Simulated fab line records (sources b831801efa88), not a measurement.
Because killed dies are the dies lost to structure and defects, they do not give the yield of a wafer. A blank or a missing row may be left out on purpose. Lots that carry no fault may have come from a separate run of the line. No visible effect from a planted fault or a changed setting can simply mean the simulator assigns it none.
fab line records / flow sky130
record: lots: 5 wafers: 15 last-day: 49
route steps=708 shown POLY_CUT@312 SD_P@320
lots that met no fault: from a run of the same line without faults
start-h: hours from the record's opening day to when the first of the lot's shown wafers began / wait-h: hours since the lot's step before / " the same as in the row above / L1.1+2: a single row standing in for several wafers / - no value, or no start was given / * or withheld: withheld / < > ~ a bound
route shown NAME@n: a module of which the file shows steps, and the number in the route of the first / usual: mean/standard deviation taken from wafers without a fault / same: alike in all rows / chamber/n: place in a boat / sites: readings site by site / _std_site: the values' standard deviation / _edge_site: the outer-site mean with the inner-site mean subtracted / radius-mm: how far each site lies from the wafer's centre / mask NAME#n: copy n / behind: the last tool/chamber to shape the wafer / hold: why the lot was held/for how many hours/how that ended / device: whichever transistor did not switch (one of n, p or np) / end of line: tests run on the same wafers once the route is complete / step lacking rows: just its recipe / killed: not the wafer's yield, but the dies lost to structure and defects at the first sort / map: dies across one wafer; x = killed, . = not, _ = none there
set.NAME: the setting that was run; set.NAME@STEP: the one run at that earlier step / model.NAME: the simulator's own value behind a step, which no gauge read
lots seen at some steps along the route; tables by step, rows by wafer
services: when a tool's chamber went out of use (start-h, in hours from the record's first day, below 0 if earlier), for how many hours, and the reason
== steps ==
step: SKY_POLY_CUT_EXPOSE_05
recipe: mask-id: NPCM na: 0.8 source-shape: annular sigma-inner: 0.55 sigma-outer: 0.85 target-cd-nm: 270 dose-mj: 32
step: SKY_POLY_CUT_PEB_06
recipe: peb-temp-c: withheld peb-time-s: withheld resist: KrF-thick
step: SKY_POLY_CUT_DEVELOP_07
recipe: develop-time-s: 60 resist: KrF-thick dev-temp-c: 21
step: SKY_POLY_CUT_CD_MEAS_08
recipe: target-cd-nm: 270
usual: cd-nm: 270.1/1.3
lot.wafer=L869.2 tool=cd-sem-01 chamber=- start-h=578.74 wait-h=- cd-nm=268.6
lot.wafer=L869.3 tool=cd-sem-01 chamber=- start-h=578.74 wait-h=- cd-nm=270.2
lot.wafer=L869.6 tool=cd-sem-01 chamber=- start-h=578.74 wait-h=- cd-nm=269.6
lot.wafer=L874.1 tool=cd-sem-02 chamber=- start-h=637.15 wait-h=- cd-nm=268.7
lot.wafer=L874.2 tool=cd-sem-02 chamber=- start-h=637.15 wait-h=- cd-nm=269.7
lot.wafer=L874.6 tool=cd-sem-02 chamber=- start-h=637.15 wait-h=- cd-nm=269.8
lot.wafer=L879.1 tool=cd-sem-02 chamber=- start-h=668.36 wait-h=- cd-nm=268.8
lot.wafer=L879.3 tool=cd-sem-02 chamber=- start-h=668.36 wait-h=- cd-nm=270.1
lot.wafer=L879.6 tool=cd-sem-02 chamber=- start-h=668.36 wait-h=- cd-nm=269.7
lot.wafer=L884.3 tool=cd-sem-01 chamber=- start-h=701.50 wait-h=- cd-nm=267.1
lot.wafer=L884.4 tool=cd-sem-01 chamber=- start-h=701.50 wait-h=- cd-nm=268.3
lot.wafer=L884.6 tool=cd-sem-01 chamber=- start-h=701.50 wait-h=- cd-nm=268.5
lot.wafer=L886.2 tool=cd-sem-02 chamber=- start-h=720.44 wait-h=- cd-nm=270.2
lot.wafer=L886.4 tool=cd-sem-02 chamber=- start-h=720.44 wait-h=- cd-nm=270.8
lot.wafer=L886.5 tool=cd-sem-02 chamber=- start-h=720.44 wait-h=- cd-nm=271.0
step: SKY_POLY_CUT_OVL_MEAS_09
usual: POLY_CUT_OVL: 2/4.8
lot.wafer=L869.2 tool=overlay-02 chamber=- start-h=578.85 wait-h=0.1 POLY_CUT_OVL[nm]=5
lot.wafer=L869.3 tool=overlay-02 chamber=- start-h=578.85 wait-h=0.1 POLY_CUT_OVL[nm]=-3
lot.wafer=L869.6 tool=overlay-02 chamber=- start-h=578.85 wait-h=0.1 POLY_CUT_OVL[nm]=1
lot.wafer=L874.1 tool=overlay-02 chamber=- start-h=637.27 wait-h=0.1 POLY_CUT_OVL[nm]=8
lot.wafer=L874.2 tool=overlay-02 chamber=- start-h=637.27 wait-h=0.1 POLY_CUT_OVL[nm]=-1
lot.wafer=L874.6 tool=overlay-02 chamber=- start-h=637.27 wait-h=0.1 POLY_CUT_OVL[nm]=1
lot.wafer=L879.1 tool=overlay-01 chamber=- start-h=668.48 wait-h=0.1 POLY_CUT_OVL[nm]=6
lot.wafer=L879.3 tool=overlay-01 chamber=- start-h=668.48 wait-h=0.1 POLY_CUT_OVL[nm]=9
lot.wafer=L879.6 tool=overlay-01 chamber=- start-h=668.48 wait-h=0.1 POLY_CUT_OVL[nm]=12
lot.wafer=L884.3 tool=overlay-02 chamber=- start-h=701.59 wait-h=0.1 POLY_CUT_OVL[nm]=1
lot.wafer=L884.4 tool=overlay-02 chamber=- start-h=701.59 wait-h=0.1 POLY_CUT_OVL[nm]=0
lot.wafer=L884.6 tool=overlay-02 chamber=- start-h=701.59 wait-h=0.1 POLY_CUT_OVL[nm]=4
lot.wafer=L886.2 tool=overlay-01 chamber=- start-h=720.55 wait-h=0.1 POLY_CUT_OVL[nm]=1
lot.wafer=L886.4 tool=overlay-01 chamber=- start-h=720.55 wait-h=0.1 POLY_CUT_OVL[nm]=3
lot.wafer=L886.5 tool=overlay-01 chamber=- start-h=720.55 wait-h=0.1 POLY_CUT_OVL[nm]=4
step: SKY_POLY_CUT_ETCH_10
recipe: chemistry: N2/H2 target: BARC ion-energy-ev: 200 source-w: 500 bias-w: 100 pressure-mtorr: 30 n2-flow-sccm: 100 h2-flow-sccm: 200 stop-on: SiO2 time-s: 45.9 target-depth-a: 600
usual: bias-w: 100.00/0.28 chamber-pressure-mTorr: 30.004/0.027 drypump-motor-current-A: 5.6/0.43 oes-product-au: 0.855/0.0048 throttle-valve-pct: 13.225/0.009
lot.wafer=L869.2 tool=rie-diel-02 chamber=0 start-h=578.88 wait-h=0.0 bias-w=99.67 chamber-pressure-mTorr=29.983 drypump-motor-current-A=5.3 oes-product-au=0.856 rf-hours-counter-h=24 throttle-valve-pct=13.213
lot.wafer=L869.3 tool=rie-diel-02 chamber=3 start-h=578.88 wait-h=0.0 bias-w=99.93 chamber-pressure-mTorr=30.026 drypump-motor-current-A=5.2 oes-product-au=0.846 rf-hours-counter-h=32 throttle-valve-pct=13.240
lot.wafer=L869.6 tool=rie-diel-02 chamber=3 start-h=578.88 wait-h=0.0 bias-w=100.31 chamber-pressure-mTorr=30.031 drypump-motor-current-A=5.2 oes-product-au=0.858 rf-hours-counter-h=- throttle-valve-pct=13.246
lot.wafer=L874.1 tool=rie-diel-01 chamber=0 start-h=637.31 wait-h=0.0 bias-w=99.69 chamber-pressure-mTorr=30.015 drypump-motor-current-A=5.8 oes-product-au=0.858 rf-hours-counter-h=0 throttle-valve-pct=13.216
lot.wafer=L874.2 tool=rie-diel-01 chamber=3 start-h=637.31 wait-h=0.0 bias-w=99.56 chamber-pressure-mTorr=29.961 drypump-motor-current-A=5.7 oes-product-au=0.856 rf-hours-counter-h=57 throttle-valve-pct=13.212
lot.wafer=L874.6 tool=rie-diel-01 chamber=0 start-h=637.31 wait-h=0.0 bias-w=99.89 chamber-pressure-mTorr=29.977 drypump-motor-current-A=5.8 oes-product-au=0.859 rf-hours-counter-h=- throttle-valve-pct=13.229
lot.wafer=L879.1 tool=rie-diel-01 chamber=2 start-h=668.52 wait-h=0.0 bias-w=100.02 chamber-pressure-mTorr=30.025 drypump-motor-current-A=6.3 oes-product-au=0.856 rf-hours-counter-h=37 throttle-valve-pct=13.217
lot.wafer=L879.3 tool=rie-diel-01 chamber=3 start-h=668.52 wait-h=0.0 bias-w=99.39 chamber-pressure-mTorr=30.006 drypump-motor-current-A=5.6 oes-product-au=0.849 rf-hours-counter-h=58 throttle-valve-pct=13.231
lot.wafer=L879.6 tool=rie-diel-01 chamber=1 start-h=668.52 wait-h=0.0 bias-w=100.24 chamber-pressure-mTorr=29.976 drypump-motor-current-A=5.2 oes-product-au=0.865 rf-hours-counter-h=- throttle-valve-pct=13.227
lot.wafer=L884.3 tool=rie-diel-03 chamber=2 start-h=701.62 wait-h=0.0 bias-w=99.71 chamber-pressure-mTorr=30.042 drypump-motor-current-A=6.1 oes-product-au=0.844 rf-hours-counter-h=12 throttle-valve-pct=13.227
lot.wafer=L884.4 tool=rie-diel-03 chamber=0 start-h=701.62 wait-h=0.0 bias-w=100.04 chamber-pressure-mTorr=30.002 drypump-motor-current-A=5.3 oes-product-au=0.856 rf-hours-counter-h=5 throttle-valve-pct=13.239
lot.wafer=L884.6 tool=rie-diel-03 chamber=3 start-h=701.62 wait-h=0.0 bias-w=99.50 chamber-pressure-mTorr=29.993 drypump-motor-current-A=5.1 oes-product-au=0.856 rf-hours-counter-h=- throttle-valve-pct=13.228
lot.wafer=L886.2 tool=rie-diel-01 chamber=2 start-h=720.58 wait-h=0.0 bias-w=100.00 chamber-pressure-mTorr=30.013 drypump-motor-current-A=6.3 oes-product-au=0.860 rf-hours-counter-h=38 throttle-valve-pct=13.224
lot.wafer=L886.4 tool=rie-diel-01 chamber=1 start-h=720.58 wait-h=0.0 bias-w=100.17 chamber-pressure-mTorr=30.012 drypump-motor-current-A=5.2 oes-product-au=0.865 rf-hours-counter-h=- throttle-valve-pct=13.226
lot.wafer=L886.5 tool=rie-diel-01 chamber=2 start-h=720.58 wait-h=0.0 bias-w=99.87 chamber-pressure-mTorr=29.972 drypump-motor-current-A=6.3 oes-product-au=0.855 rf-hours-counter-h=- throttle-valve-pct=13.223
step: SKY_POLY_CUT_ETCH_11
recipe: target: Si3N4 chemistry: CF4/CH2F2/Ar stop-on: poly-Si source-w: 600 bias-w: 150 pressure-mtorr: 40 cf4-flow-sccm: 40 ch2f2-flow-sccm: 20 Ar_flow_sccm: 150 time-s: 42.5 target-depth-a: 600
usual: bias-w: 150.0/0.45 chamber-pressure-mTorr: 39.99/0.035 drypump-motor-current-A: 5.6/0.43 oes-product-au: 0.827/0.0067 throttle-valve-pct: 14.994/0.0097
lot.wafer=L869.2 tool=rie-diel-02 chamber=0 start-h=578.92 wait-h=0.0 bias-w=150.5 chamber-pressure-mTorr=39.99 drypump-motor-current-A=5.3 oes-product-au=0.822 rf-hours-counter-h=24 throttle-valve-pct=14.998
lot.wafer=L869.3 tool=rie-diel-02 chamber=3 start-h=578.92 wait-h=0.0 bias-w=149.9 chamber-pressure-mTorr=39.92 drypump-motor-current-A=5.2 oes-product-au=0.834 rf-hours-counter-h=32 throttle-valve-pct=14.980
lot.wafer=L869.6 tool=rie-diel-02 chamber=3 start-h=578.92 wait-h=0.0 bias-w=150.1 chamber-pressure-mTorr=39.99 drypump-motor-current-A=5.2 oes-product-au=0.826 rf-hours-counter-h=- throttle-valve-pct=14.994
lot.wafer=L874.1 tool=rie-diel-01 chamber=0 start-h=637.35 wait-h=0.0 bias-w=149.3 chamber-pressure-mTorr=40.04 drypump-motor-current-A=5.8 oes-product-au=0.820 rf-hours-counter-h=0 throttle-valve-pct=14.987
lot.wafer=L874.2 tool=rie-diel-01 chamber=3 start-h=637.35 wait-h=0.0 bias-w=150.0 chamber-pressure-mTorr=40.01 drypump-motor-current-A=5.7 oes-product-au=0.829 rf-hours-counter-h=57 throttle-valve-pct=14.992
lot.wafer=L874.6 tool=rie-diel-01 chamber=0 start-h=637.35 wait-h=0.0 bias-w=149.7 chamber-pressure-mTorr=39.96 drypump-motor-current-A=5.8 oes-product-au=0.820 rf-hours-counter-h=- throttle-valve-pct=15.013
lot.wafer=L879.1 tool=rie-diel-01 chamber=2 start-h=668.56 wait-h=0.0 bias-w=148.9 chamber-pressure-mTorr=39.90 drypump-motor-current-A=6.3 oes-product-au=0.832 rf-hours-counter-h=37 throttle-valve-pct=15.003
lot.wafer=L879.3 tool=rie-diel-01 chamber=3 start-h=668.56 wait-h=0.0 bias-w=149.6 chamber-pressure-mTorr=39.99 drypump-motor-current-A=5.7 oes-product-au=0.846 rf-hours-counter-h=58 throttle-valve-pct=15.000
lot.wafer=L879.6 tool=rie-diel-01 chamber=1 start-h=668.56 wait-h=0.0 bias-w=149.9 chamber-pressure-mTorr=39.96 drypump-motor-current-A=5.2 oes-product-au=0.829 rf-hours-counter-h=- throttle-valve-pct=14.997
lot.wafer=L884.3 tool=rie-diel-03 chamber=2 start-h=701.66 wait-h=0.0 bias-w=150.3 chamber-pressure-mTorr=39.95 drypump-motor-current-A=6.1 oes-product-au=0.821 rf-hours-counter-h=12 throttle-valve-pct=14.974
lot.wafer=L884.4 tool=rie-diel-03 chamber=0 start-h=701.66 wait-h=0.0 bias-w=150.1 chamber-pressure-mTorr=39.98 drypump-motor-current-A=5.3 oes-product-au=0.829 rf-hours-counter-h=5 throttle-valve-pct=15.015
lot.wafer=L884.6 tool=rie-diel-03 chamber=3 start-h=701.66 wait-h=0.0 bias-w=149.6 chamber-pressure-mTorr=39.93 drypump-motor-current-A=5.1 oes-product-au=0.828 rf-hours-counter-h=- throttle-valve-pct=14.995
lot.wafer=L886.2 tool=rie-diel-01 chamber=2 start-h=720.62 wait-h=0.0 bias-w=150.3 chamber-pressure-mTorr=40.01 drypump-motor-current-A=6.3 oes-product-au=0.839 rf-hours-counter-h=38 throttle-valve-pct=14.979
lot.wafer=L886.4 tool=rie-diel-01 chamber=1 start-h=720.62 wait-h=0.0 bias-w=150.2 chamber-pressure-mTorr=39.98 drypump-motor-current-A=5.2 oes-product-au=0.817 rf-hours-counter-h=- throttle-valve-pct=14.989
lot.wafer=L886.5 tool=rie-diel-01 chamber=2 start-h=720.62 wait-h=0.0 bias-w=149.8 chamber-pressure-mTorr=40.02 drypump-motor-current-A=6.3 oes-product-au=0.827 rf-hours-counter-h=- throttle-valve-pct=15.012
step: SKY_POLY_CUT_STRIP_12
recipe: chemistry: O2/N2 power-w: 1400 pressure-mtorr: 1500 platen-temp-c: withheld o2-flow-sccm: 3000 n2-flow-sccm: 300 overash-fraction: 0.5
usual: chamber-pressure-mTorr: 1499.9/1.3 drypump-motor-current-A: 5.6/0.64 oes-product-au: 0.452/0.0042 strip-time-to-endpoint-s: 5.359/0.019
lot.wafer=L869.2 tool=plasma-asher-02 chamber=1 start-h=578.96 wait-h=0.0 chamber-pressure-mTorr=1500.4 drypump-motor-current-A=4.8 oes-product-au=0.446 rf-hours-counter-h=92 strip-time-to-endpoint-s=5.376
lot.wafer=L869.3 tool=plasma-asher-02 chamber=0 start-h=578.96 wait-h=0.0 chamber-pressure-mTorr=1501.5 drypump-motor-current-A=6.1 oes-product-au=0.458 rf-hours-counter-h=- strip-time-to-endpoint-s=5.358
lot.wafer=L869.6 tool=plasma-asher-02 chamber=1 start-h=578.96 wait-h=0.0 chamber-pressure-mTorr=1498.5 drypump-motor-current-A=4.7 oes-product-au=0.443 rf-hours-counter-h=- strip-time-to-endpoint-s=5.347
lot.wafer=L874.1 tool=plasma-asher-03 chamber=1 start-h=637.39 wait-h=0.0 chamber-pressure-mTorr=1498.7 drypump-motor-current-A=5.9 oes-product-au=0.455 rf-hours-counter-h=21 strip-time-to-endpoint-s=5.359
lot.wafer=L874.2 tool=plasma-asher-03 chamber=0 start-h=637.39 wait-h=0.0 chamber-pressure-mTorr=1498.4 drypump-motor-current-A=5.5 oes-product-au=0.455 rf-hours-counter-h=21 strip-time-to-endpoint-s=5.334
lot.wafer=L874.6 tool=plasma-asher-03 chamber=1 start-h=637.39 wait-h=0.0 chamber-pressure-mTorr=1500.6 drypump-motor-current-A=5.8 oes-product-au=0.447 rf-hours-counter-h=- strip-time-to-endpoint-s=5.345
lot.wafer=L879.1 tool=plasma-asher-01 chamber=1 start-h=668.60 wait-h=0.0 chamber-pressure-mTorr=1500.5 drypump-motor-current-A=5.0 oes-product-au=0.452 rf-hours-counter-h=57 strip-time-to-endpoint-s=5.307
lot.wafer=L879.3 tool=plasma-asher-01 chamber=1 start-h=668.60 wait-h=0.0 chamber-pressure-mTorr=1499.0 drypump-motor-current-A=5.1 oes-product-au=0.451 rf-hours-counter-h=- strip-time-to-endpoint-s=5.327
lot.wafer=L879.6 tool=plasma-asher-01 chamber=1 start-h=668.60 wait-h=0.0 chamber-pressure-mTorr=1499.4 drypump-motor-current-A=5.0 oes-product-au=0.447 rf-hours-counter-h=- strip-time-to-endpoint-s=5.339
lot.wafer=L884.3 tool=plasma-asher-02 chamber=0 start-h=701.73 wait-h=0.1 chamber-pressure-mTorr=1500.6 drypump-motor-current-A=6.1 oes-product-au=0.457 rf-hours-counter-h=- strip-time-to-endpoint-s=5.365
lot.wafer=L884.4 tool=plasma-asher-02 chamber=1 start-h=701.73 wait-h=0.1 chamber-pressure-mTorr=1500.9 drypump-motor-current-A=4.8 oes-product-au=0.455 rf-hours-counter-h=- strip-time-to-endpoint-s=5.372
lot.wafer=L884.6 tool=plasma-asher-02 chamber=0 start-h=701.73 wait-h=0.1 chamber-pressure-mTorr=1500.8 drypump-motor-current-A=6.1 oes-product-au=0.453 rf-hours-counter-h=- strip-time-to-endpoint-s=5.376
lot.wafer=L886.2 tool=plasma-asher-02 chamber=0 start-h=720.66 wait-h=0.0 chamber-pressure-mTorr=1502.1 drypump-motor-current-A=6.1 oes-product-au=0.454 rf-hours-counter-h=106 strip-time-to-endpoint-s=5.363
lot.wafer=L886.4 tool=plasma-asher-02 chamber=1 start-h=720.66 wait-h=0.0 chamber-pressure-mTorr=1498.8 drypump-motor-current-A=4.8 oes-product-au=0.455 rf-hours-counter-h=- strip-time-to-endpoint-s=5.369
lot.wafer=L886.5 tool=plasma-asher-02 chamber=0 start-h=720.66 wait-h=0.0 chamber-pressure-mTorr=1498.3 drypump-motor-current-A=6.1 oes-product-au=0.450 rf-hours-counter-h=- strip-time-to-endpoint-s=5.343
step: SKY_SD_P_DEHYDRATE_00
recipe: temp-c: 200 time-s: 60
step: SKY_SD_P_HMDS_01
recipe: prime-time-s: 60 prime-temp-c: 120
step: SKY_SD_P_COAT_02
recipe: resist: NOVOLAK spin-rpm: 3000 resist-thk-nm: 1140
step: SKY_SD_P_SOFTBAKE_03
recipe: temp-c: 90 time-s: 60 resist: NOVOLAK
step: SKY_SD_P_EXPOSE_04
recipe: mask-id: PSDM na: 0.6 source-shape: conventional sigma-outer: 0.6 polarization: unpolarized target-cd-nm: 380 dose-mj: 138
usual: focus-offset-nm: 0.0/0.57
lot.wafer=L869.2 tool=iline-stepper-02 chamber=0 start-h=593.46 wait-h=- mask=PSDM#0 focus-offset-nm=0.0
lot.wafer=L869.3 tool=iline-stepper-02 chamber=0 start-h=593.46 wait-h=- mask=PSDM#0 focus-offset-nm=-0.4
lot.wafer=L869.6 tool=iline-stepper-02 chamber=0 start-h=593.46 wait-h=- mask=PSDM#0 focus-offset-nm=0.2
lot.wafer=L874.1 tool=iline-stepper-01 chamber=0 start-h=651.74 wait-h=- mask=PSDM#0 focus-offset-nm=-0.4
lot.wafer=L874.2 tool=iline-stepper-01 chamber=0 start-h=651.74 wait-h=- mask=PSDM#0 focus-offset-nm=0.2
lot.wafer=L874.6 tool=iline-stepper-01 chamber=0 start-h=651.74 wait-h=- mask=PSDM#0 focus-offset-nm=0.3
lot.wafer=L879.1 tool=iline-stepper-01 chamber=0 start-h=682.59 wait-h=- mask=PSDM#0 focus-offset-nm=0.5
lot.wafer=L879.3 tool=iline-stepper-01 chamber=0 start-h=682.59 wait-h=- mask=PSDM#0 focus-offset-nm=0.0
lot.wafer=L879.6 tool=iline-stepper-01 chamber=0 start-h=682.59 wait-h=- mask=PSDM#0 focus-offset-nm=0.8
lot.wafer=L884.3 tool=iline-stepper-02 chamber=0 start-h=716.13 wait-h=- mask=PSDM_R1#0 focus-offset-nm=-0.2
lot.wafer=L884.4 tool=iline-stepper-02 chamber=0 start-h=716.13 wait-h=- mask=PSDM_R1#0 focus-offset-nm=0.3
lot.wafer=L884.6 tool=iline-stepper-02 chamber=0 start-h=716.13 wait-h=- mask=PSDM_R1#0 focus-offset-nm=0.1
lot.wafer=L886.2 tool=iline-stepper-01 chamber=0 start-h=733.76 wait-h=- mask=PSDM#0 focus-offset-nm=0.0
lot.wafer=L886.4 tool=iline-stepper-01 chamber=0 start-h=733.76 wait-h=- mask=PSDM#0 focus-offset-nm=-0.2
lot.wafer=L886.5 tool=iline-stepper-01 chamber=0 start-h=733.76 wait-h=- mask=PSDM#0 focus-offset-nm=0.4
step: SKY_SD_P_PEB_05
recipe: temp-c: withheld time-s: * resist: NOVOLAK
step: SKY_SD_P_DEVELOP_06
recipe: resist: NOVOLAK developer: TMAH develop-time-s: 60 dev-temp-c: 23
step: SKY_SD_P_CD_MEAS_07
recipe: target-cd-nm: 380
usual: cd-nm: 380.8/2.7
lot.wafer=L869.2 tool=cd-sem-01 chamber=- start-h=607.99 wait-h=0.2 hold=- cd-nm=381.2
lot.wafer=L869.3 tool=cd-sem-01 chamber=- start-h=607.99 wait-h=0.2 hold=- cd-nm=383.0
lot.wafer=L869.6 tool=cd-sem-01 chamber=- start-h=607.99 wait-h=0.2 hold=- cd-nm=379.8
lot.wafer=L874.1 tool=cd-sem-02 chamber=- start-h=665.64 wait-h=0.1 hold=- cd-nm=382.1
lot.wafer=L874.2 tool=cd-sem-02 chamber=- start-h=665.64 wait-h=0.1 hold=- cd-nm=379.9
lot.wafer=L874.6 tool=cd-sem-02 chamber=- start-h=665.64 wait-h=0.1 hold=- cd-nm=378.3
lot.wafer=L879.1 tool=cd-sem-02 chamber=- start-h=696.39 wait-h=0.1 hold=- cd-nm=378.2
lot.wafer=L879.3 tool=cd-sem-02 chamber=- start-h=696.39 wait-h=0.1 hold=- cd-nm=377.5
lot.wafer=L879.6 tool=cd-sem-02 chamber=- start-h=696.39 wait-h=0.1 hold=- cd-nm=378.8
lot.wafer=L884.3 tool=cd-sem-02 chamber=- start-h=729.60 wait-h=0.1 hold=await-dispo/0.2h/release cd-nm=302.3
lot.wafer=L884.4 tool=cd-sem-02 chamber=- start-h=729.60 wait-h=0.1 hold=await-dispo/0.2h/release cd-nm=304.5
lot.wafer=L884.6 tool=cd-sem-02 chamber=- start-h=729.60 wait-h=0.1 hold=await-dispo/0.2h/release cd-nm=302.8
lot.wafer=L884.3 tool=cd-sem-02 chamber=- start-h=729.89 wait-h=0.3 hold=- cd-nm=302.6
lot.wafer=L884.4 tool=cd-sem-02 chamber=- start-h=729.89 wait-h=0.3 hold=- cd-nm=304.7
lot.wafer=L884.6 tool=cd-sem-02 chamber=- start-h=729.89 wait-h=0.3 hold=- cd-nm=302.6
lot.wafer=L886.2 tool=cd-sem-02 chamber=- start-h=746.61 wait-h=0.1 hold=- cd-nm=378.4
lot.wafer=L886.4 tool=cd-sem-02 chamber=- start-h=746.61 wait-h=0.1 hold=- cd-nm=377.9
lot.wafer=L886.5 tool=cd-sem-02 chamber=- start-h=746.61 wait-h=0.1 hold=- cd-nm=379.2
step: SKY_SD_P_OVL_MEAS_08
usual: SD_P_OVL: -1.6/1.5
lot.wafer=L869.2 tool=overlay-02 chamber=- start-h=608.10 wait-h=0.1 hold=- SD_P_OVL[nm]=-1.4
lot.wafer=L869.3 tool=overlay-02 chamber=- start-h=608.10 wait-h=0.1 hold=- SD_P_OVL[nm]=-1.4
lot.wafer=L869.6 tool=overlay-02 chamber=- start-h=608.10 wait-h=0.1 hold=- SD_P_OVL[nm]=-0.8
lot.wafer=L874.1 tool=overlay-02 chamber=- start-h=665.76 wait-h=0.1 hold=- SD_P_OVL[nm]=-1.6
lot.wafer=L874.2 tool=overlay-02 chamber=- start-h=665.76 wait-h=0.1 hold=- SD_P_OVL[nm]=-0.1
lot.wafer=L874.6 tool=overlay-02 chamber=- start-h=665.76 wait-h=0.1 hold=- SD_P_OVL[nm]=0.3
lot.wafer=L879.1 tool=overlay-01 chamber=- start-h=696.51 wait-h=0.1 hold=- SD_P_OVL[nm]=-3.6
lot.wafer=L879.3 tool=overlay-01 chamber=- start-h=696.51 wait-h=0.1 hold=- SD_P_OVL[nm]=-2.3
lot.wafer=L879.6 tool=overlay-01 chamber=- start-h=696.51 wait-h=0.1 hold=- SD_P_OVL[nm]=-2.5
lot.wafer=L884.3 tool=overlay-01 chamber=- start-h=731.99 wait-h=2.1 hold=await-dispo/2.0h/release SD_P_OVL[nm]=-2.1
lot.wafer=L884.4 tool=overlay-01 chamber=- start-h=731.99 wait-h=2.1 hold=await-dispo/2.0h/release SD_P_OVL[nm]=-2.0
lot.wafer=L884.6 tool=overlay-01 chamber=- start-h=731.99 wait-h=2.1 hold=await-dispo/2.0h/release SD_P_OVL[nm]=-0.1
lot.wafer=L886.2 tool=overlay-01 chamber=- start-h=746.72 wait-h=0.1 hold=- SD_P_OVL[nm]=-1.2
lot.wafer=L886.4 tool=overlay-01 chamber=- start-h=746.72 wait-h=0.1 hold=- SD_P_OVL[nm]=-0.7
lot.wafer=L886.5 tool=overlay-01 chamber=- start-h=746.72 wait-h=0.1 hold=- SD_P_OVL[nm]=0.1
== services ==
tool=iline-stepper-02 chamber=0 start-h=559.79 hours=- kind=calibration
tool=plasma-asher-03 chamber=- start-h=562.99 hours=1.2 kind=repair
tool=iline-stepper-02 chamber=- start-h=568.72 hours=10.7 kind=repair
tool=iline-stepper-02 chamber=- start-h=568.89 hours=3.2 kind=repair
tool=plasma-asher-02 chamber=- start-h=571.81 hours=1.7 kind=repair
tool=iline-stepper-01 chamber=- start-h=587.14 hours=6.8 kind=repair
tool=iline-stepper-01 chamber=- start-h=593.95 hours=1.7 kind=pm
tool=rie-diel-01 chamber=0 start-h=595.27 hours=- kind=clean
tool=rie-diel-01 chamber=0 start-h=595.27 hours=23.0 kind=scheduled-down
tool=rie-diel-01 chamber=0 start-h=595.27 hours=23.0 kind=vent-cycle
tool=rie-diel-01 chamber=3 start-h=668.70 hours=- kind=clean
tool=rie-diel-01 chamber=3 start-h=668.70 hours=24.6 kind=scheduled-down
tool=rie-diel-01 chamber=3 start-h=668.70 hours=24.6 kind=vent-cycle
tool=rie-diel-02 chamber=3 start-h=678.37 hours=3.5 kind=repair
tool=iline-stepper-02 chamber=- start-h=678.61 hours=1.7 kind=pm
tool=rie-diel-01 chamber=0 start-h=684.28 hours=77.1 kind=repair
tool=rie-diel-02 chamber=2 start-h=685.13 hours=2.8 kind=repair
tool=iline-stepper-01 chamber=0 start-h=690.52 hours=- kind=calibration
tool=rie-diel-02 chamber=0 start-h=692.49 hours=4.5 kind=repair
tool=rie-diel-01 chamber=3 start-h=700.72 hours=7.2 kind=repair
tool=rie-diel-02 chamber=2 start-h=708.19 hours=- kind=clean
tool=plasma-asher-02 chamber=- start-h=733.75 hours=9.0 kind=pm
tool=plasma-asher-02 chamber=0 start-h=733.75 hours=9.0 kind=vent-cycle
tool=plasma-asher-02 chamber=1 start-h=733.75 hours=9.0 kind=vent-cycle
== key ==
first-sign: step: SKY_SD_P_EXPOSE_04 reading: mask direction: changed
effect: step: SKY_SD_P_CD_MEAS_07 reading: visit direction: added
effect: step: SKY_SD_P_CD_MEAS_07 reading: cd-nm direction: down sigmas: 29 usual: 380.8 struck: 303.2
met-at SKY_SD_P_EXPOSE_04
struck-wafers L884.3,L884.4,L884.6
sort-left-out L884.3,L884.4,L884.6
tester-left-out L884
onset-between 593.46 716.13
fault: kind: wrong-mask tool: any chamber: - onset-h: 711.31 steps: SKY_SD_P_EXPOSE_04 aux-copy: PSDM_R1#0 cd-offset-nm: -76 scope: struck-lots-only
tester-left-out: of these lots the tester's yield and bins aren't shown, on N5 and GAA mostly nor the transistor test; their killed dies are dies lost to structure and defects alone, not to doping, threshold or leakage, so they don't give the yield
sort-left-out: the simulated sort isn't trusted on such a fault, so these wafers' sort isn't shown, and their yield isn't known
